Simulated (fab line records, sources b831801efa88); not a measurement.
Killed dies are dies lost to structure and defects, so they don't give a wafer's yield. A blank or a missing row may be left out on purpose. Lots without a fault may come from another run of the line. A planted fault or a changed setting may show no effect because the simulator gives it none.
Tool commonality check | flow sky130 | 9 lots, 27 wafers sampled

WHY IT WAS OPENED
At SKY_LDD_LDN_TW_MEAS_13 the reading LDD_LDN_TW is flagged on 4 of 9 lots. Wafers without a fault read 1487, standard deviation 9.9.
Rule: a lot is flagged when every wafer of it that has a number lies more than 4 standard deviations from that mean, or none has a number. The other lots count as sound.

lot  | measured     | on            | LDD_LDN_TW, wafer by wafer | flag
L979 | day 22 17:49 | film_metro-04 | 1502 1491 1494             |
L980 | day 23 04:57 | film_metro-03 | 1484 1473 1478             |
L981 | day 23 14:46 | film_metro-02 | 1485 1484 1496             |
L982 | day 23 22:09 | film_metro-03 | 1475 1470 1480             |
L983 | day 25 03:40 | film_metro-03 | 1476 1470 1480             |
L984 | day 25 15:13 | film_metro-02 | 1393 1394 1389             | FLAGGED
L985 | day 26 07:12 | film_metro-02 | 1395 1392 1405             | FLAGGED
L986 | day 26 08:46 | film_metro-03 | 1384 1387 1380             | FLAGGED
L987 | day 26 12:51 | film_metro-03 | 1388 1388 1389             | FLAGGED
The numbers of the flagged lots are 1390 on average: -97 against the usual, or -10 standard deviations.

WHICH TOOL RAN EACH LOT
The record holds 1 process step before the reading, out of a route of 708 steps. In each cell: the tool, then ch and the chambers that the sampled wafers went through, then the start.
lot  | flag    | SKY_LDD_LDN_IMPLANT_08
L979 |         | implanter-04 ch 0, day 22 17:09
L980 |         | implanter-03 ch 0, day 23 04:15
L981 |         | implanter-01 ch 0, day 23 14:06
L982 |         | implanter-04 ch 0, day 23 21:27
L983 |         | implanter-03 ch 0, day 25 03:01
L984 | FLAGGED | implanter-04 ch 0, day 25 14:33
L985 | FLAGGED | implanter-01 ch 0, day 26 06:30
L986 | FLAGGED | implanter-03 ch 0, day 26 08:04
L987 | FLAGGED | implanter-01 ch 0, day 26 12:09
What these steps do:
- SKY_LDD_LDN_IMPLANT_08
- SKY_LDD_LDN_TW_MEAS_13

FLAGGED OVER TOTAL, TOOL BY TOOL (the gauges that took the reading come last)
step                   | tool          | lots run | flagged | share of the flagged lots | sound lots run after its first flagged lot
SKY_LDD_LDN_IMPLANT_08 | implanter-01  | 3        | 2       | some                      | 0
SKY_LDD_LDN_IMPLANT_08 | implanter-03  | 3        | 1       | some                      | 0
SKY_LDD_LDN_IMPLANT_08 | implanter-04  | 3        | 1       | some                      | 0
SKY_LDD_LDN_TW_MEAS_13 | film_metro-02 | 3        | 2       | some                      | 0
SKY_LDD_LDN_TW_MEAS_13 | film_metro-03 | 5        | 2       | some                      | 0
SKY_LDD_LDN_TW_MEAS_13 | film_metro-04 | 1        | 0       | none                      | -

WHAT THE TABLE ALLOWS
No row of the table ran every flagged lot.

WHAT THE SIMULATOR HAD PUT IN
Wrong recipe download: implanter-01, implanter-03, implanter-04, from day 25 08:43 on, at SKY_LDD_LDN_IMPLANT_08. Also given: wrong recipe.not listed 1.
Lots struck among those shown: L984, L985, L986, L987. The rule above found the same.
